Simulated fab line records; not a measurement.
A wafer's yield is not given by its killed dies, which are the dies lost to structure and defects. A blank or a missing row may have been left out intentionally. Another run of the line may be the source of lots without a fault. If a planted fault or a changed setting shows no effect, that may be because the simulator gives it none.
A lot that was struck, set against a sound lot ; flow sky130 ; 15 out of 708 route steps
Sound: these wafers, L167.2, L167.3, L167.4. Wafers L158.1, L158.3, L158.5 were the ones struck. Last of all comes the cause.
Per side, at each step with rows, come the tool, then ch with its chambers, and then its first start. Under that, the readings that differ: sound wafers ; struck wafers ; difference of the means ; sigmas: that difference in standard deviations of wafers without a fault.
alike: readings whose means differ by less than 2 such deviations, and words and numbers that are the same on both sides. not compared: withheld readings, readings that some wafer has no value for, bounds like >300 that may hide the same value, and numbers for which the record gives no deviation and whose values overlap.
The two part at a step that has a row with sigmas, a row that says differs or no value, or rows on one side only. When numbers do not overlap yet have no deviation, they are printed without sigmas and do not part them. A reading missing from all wafers of one side parts the sides only when that side holds two or more wafers.

first, 1 step without rows for these wafers: SKY_GATE_OXIDE_OXIDATION_01 (stabilise 600 s, purge 300 s, target thk 10.268 nm).
SKY_GATE_OXIDE_THK_MEAS_02:
  struck on film_metro-01, day 12 15:32; sound on film_metro-03, day 15 05:18
  alike: GATE_OXIDE_OXIDATION_00_THK
then, 7 steps without rows for these wafers: SKY_GATE_OXIDE_DEHYDRATE_03 (time 60 s); SKY_GATE_OXIDE_HMDS_04 (prime time 60 s); SKY_GATE_OXIDE_COAT_05 (resist thk 1140 nm); SKY_GATE_OXIDE_SOFTBAKE_06 (time 60 s); SKY_GATE_OXIDE_EXPOSE_07 (exposes mask LVOM, target cd 600 nm); SKY_GATE_OXIDE_PEB_08; SKY_GATE_OXIDE_DEVELOP_09 (develop time 60 s).
SKY_GATE_OXIDE_OVL_MEAS_10:
  struck on overlay-01, day 13 16:20; sound on overlay-02, day 16 08:37
  alike: GATE_OXIDE_OVL
then, 2 steps without rows for these wafers: SKY_GATE_OXIDE_IMPLANT_11; SKY_GATE_OXIDE_WET_ETCH_12 (etches SiO2 in dHF, target depth 16.8 nm, time 336 s).
SKY_GATE_OXIDE_STRIP_13: strips in O2/N2.
  sound on plasma_asher-03 ch 0,1, day 16 08:54; struck on plasma_asher-01 ch 0,1, day 13 16:38
  no value came back on the struck wafers for any of 5 readings (chamber_pressure_mTorr (mTorr), drypump_motor_current_A (A) and others); on the sound wafers chamber_pressure_mTorr (mTorr) reads 1501.2 1498.1 1497.9
reading;sound;struck;difference;sigmas
model.NOVOLAK_of_GATE_OXIDE_COAT_05.thk_nm (nm);0 0 0;1144 1142 1142;+1143;
  not compared: rf_hours_counter_h
SKY_GATE_OXIDE_TW_MEAS_14:
  struck on film_metro-03, day 13 16:44; sound on film_metro-02, day 16 09:01
  alike: GATE_OXIDE_TW
-- the record jumps here: 32 days lie between the struck wafers' starts before and after (it left off in module GATE_OXIDE and takes up again in module PAD_OPEN, whose first step shown is number 708 of the route) --
SKY_PAD_OPEN_PROBE_99:
  the record has rows for the struck wafers here (prober-02, day 45 13:31) and none for the sound ones

WHERE THEY PART
Last at SKY_PAD_OPEN_PROBE_99 as far as this record goes, first at SKY_GATE_OXIDE_STRIP_13.

WHY: what the simulator had put in
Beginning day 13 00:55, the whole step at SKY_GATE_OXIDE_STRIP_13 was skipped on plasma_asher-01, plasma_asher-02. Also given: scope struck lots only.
